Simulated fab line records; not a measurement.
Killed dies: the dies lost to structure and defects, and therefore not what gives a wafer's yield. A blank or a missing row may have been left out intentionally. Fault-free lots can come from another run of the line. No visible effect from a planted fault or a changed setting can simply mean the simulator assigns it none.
One fault through the eyes of 2 desks / flow sky130 / only its own numbers are on each desk; what lay behind them is given at the end

## AT THE METROLOGY DESK
What the gauges read for every lot (on any tool): the sampled wafers with a number, averaged. A lot is out of limits, marked OUT, if its mean lies more than 4 standard deviations from the usual mean; the brackets give that distance.
Columns: A = FIELD_ISO_OXIDATION_01_THK at SKY_FIELD_ISO_THK_MEAS_23, usual 9.98 nm; B = FIELD_ISO_CVD_24_THK at SKY_FIELD_ISO_THK_MEAS_25, usual 593 nm
lot=L510; first seen here=day 3 10:45; A=9.91; B=598
lot=L513; first seen here=day 4 02:48; A=9.93; B=595
lot=L515; first seen here=day 4 13:26; A=9.86; B=592
lot=L523; first seen here=day 6 05:20; A=10.11; B=593
lot=L525; first seen here=day 6 14:41; A=9.82; B=593
lot=L527; first seen here=day 7 03:58; A=9.93; B=598
Finding of this desk: none of the 6 lots has anything out of limits.

## DESK OF THE TOOL OWNER: cmp-01
The tool's own readings at SKY_FIELD_ISO_CMP_27 (polishes, stops on Si3N4, t overpolish 16 s, target thk 457.8 nm): means of the sampled wafers that have a number, for each lot that ran on this tool. A lot is out of limits, marked OUT, if its mean lies more than 4 standard deviations from the usual mean; the brackets give that distance.
Columns: A = motor current A at SKY_FIELD_ISO_CMP_27, usual 11.7 A; B = overpolish run s at SKY_FIELD_ISO_CMP_27, usual 16.000 s; C = time to endpoint s at SKY_FIELD_ISO_CMP_27, usual 114 s
lot=L510; first seen here=day 3 13:40; A=10.9; B=16.002; C=120
lot=L515; first seen here=day 4 16:00; A=12.1; B=16.000; C=114
lot=L523; first seen here=day 6 07:02; A=11.5; B=15.991; C=155 (+12) OUT
lot=L525; first seen here=day 6 17:03; A=11.7; B=16.004; C=151 (+10) OUT
This desk's finding: out of limits on L523, L525; first on L523, day 6 07:02 (time to endpoint s at SKY_FIELD_ISO_CMP_27). L510, L515: within limits.

## PUT TOGETHER
At day 6 07:02, on L523, L525, the tool owner's desk was in a position to raise an alarm.
Metrology desk: nothing out of limits seen.
The metrology desk holds a record of L523, L525, inside its limits.
Of the lots named, all ran SKY_FIELD_ISO_CMP_27 on cmp-01.

## WHAT THE SIMULATOR HAD INSERTED
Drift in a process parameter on cmp-01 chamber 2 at SKY_FIELD_ISO_CMP_27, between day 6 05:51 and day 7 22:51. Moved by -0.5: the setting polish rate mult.
Struck lots among those shown: L523, L525.
Hours from the fault's start to each desk's first reading out of limits: the tool owner's desk, 1.
